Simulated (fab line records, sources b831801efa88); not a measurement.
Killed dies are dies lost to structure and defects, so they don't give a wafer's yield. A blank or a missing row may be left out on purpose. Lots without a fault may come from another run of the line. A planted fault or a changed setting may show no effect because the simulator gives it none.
Problem report in the 8D (eight disciplines) form, filled by code | flow gf180mcu | the parts of the form that need people (team, actions taken, sign-off) are left out

1. THE PROBLEM
STI_CVD_03_THK at GF_STI_THK_MEAS_04 reads a mean of 222.9 nm on 6 wafers of 2 lots; wafers without a fault read 207.6 nm with a standard deviation of 2.4. That is +6.4 standard deviations from the usual mean.
First seen on wafer L265.1, day 4 08:43, on film_metro-02. The record holds 36 wafers of 12 lots with a number at this step. Rule for "out", or "out of limits": more than 4 standard deviations from the usual mean. The other wafers with a number count as sound.

2. WHAT IT IS AND WHAT IT IS NOT
question                    | is                           | is not
which readings at this step | STI_CVD_03_THK               | -
which lots                  | L265, L268                   | L252, L253, L254, L255, L256, L259, L262, L271, L273, L274
which wafers of those lots  | all that have a number       | -
read on which gauges        | film_metro-01, film_metro-02 | film_metro-04
when                        | from day 4 08:43             | up to then (21 sound wafers); but 9 sound wafers of L271, L273, L274 came after

3. SUSPECTS, AND WHAT RULES EACH OUT
Counting: a tool at a process step up to the reading stays a suspect if it ran every lot that is out and no sound lot after the first of them.
- the gauge at GF_STI_THK_MEAS_04: ruled out. The wafers that are out were read on 2 gauges (film_metro-01, film_metro-02).
- lpcvd-02 at GF_STI_CVD_03 (deposits Si3N4 from DCS/NH3, target thk 207.16 nm, time 3551 s): ruled out as a lasting fault. Sound lots L271 ran on it after its first lot that is out, L265 (day 4 06:44).
Left after counting: nothing in the record.

4. THE CAUSE (what the simulator had put in)
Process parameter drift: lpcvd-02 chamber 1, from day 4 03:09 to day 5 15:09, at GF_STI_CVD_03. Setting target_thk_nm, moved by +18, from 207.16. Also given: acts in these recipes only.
Counting ruled it out, wrongly: the rule takes a fault to strike every lot that its tool runs from its start on, and this one did not.

5. THE CHAIN OF EFFECTS, in route order
Each row: a reading whose mean over the struck wafers that have a number lies more than 3 standard deviations from the usual. Only readings for which the record gives a usual standard deviation are gone through. hours: the time from each lot's start at the first step in this table that gives one to its start at this step, as a median over the lots. sigmas: the change in usual standard deviations.
hours | step               | reading        | usual      | on struck wafers | change | sigmas
0     | GF_STI_THK_MEAS_04 | STI_CVD_03_THK | 207.6 nm   | 222.9            | +15.3  | +6.4
14    | GF_STI_ETCH_13     | oes_product_au | 0.834 a.u. | 0.869            | +0.035 | +5.9
The process steps in it:
- GF_STI_ETCH_13: etches the open film in CHF3/O2, stops on Si, target depth 282.31 nm, time 112.9 s.
Later measuring or inspecting steps at which every struck wafer that the step has a row for has a number for every such reading, and none has moved that far: GF_V1_CD_MEAS_14, GF_V1_RS_MEAS_24.

6. WHAT WOULD HAVE CAUGHT IT SOONER
In this record the first reading out of limits at a measuring or inspecting step was taken at day 4 08:43, 6 hours after the fault began at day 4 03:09.
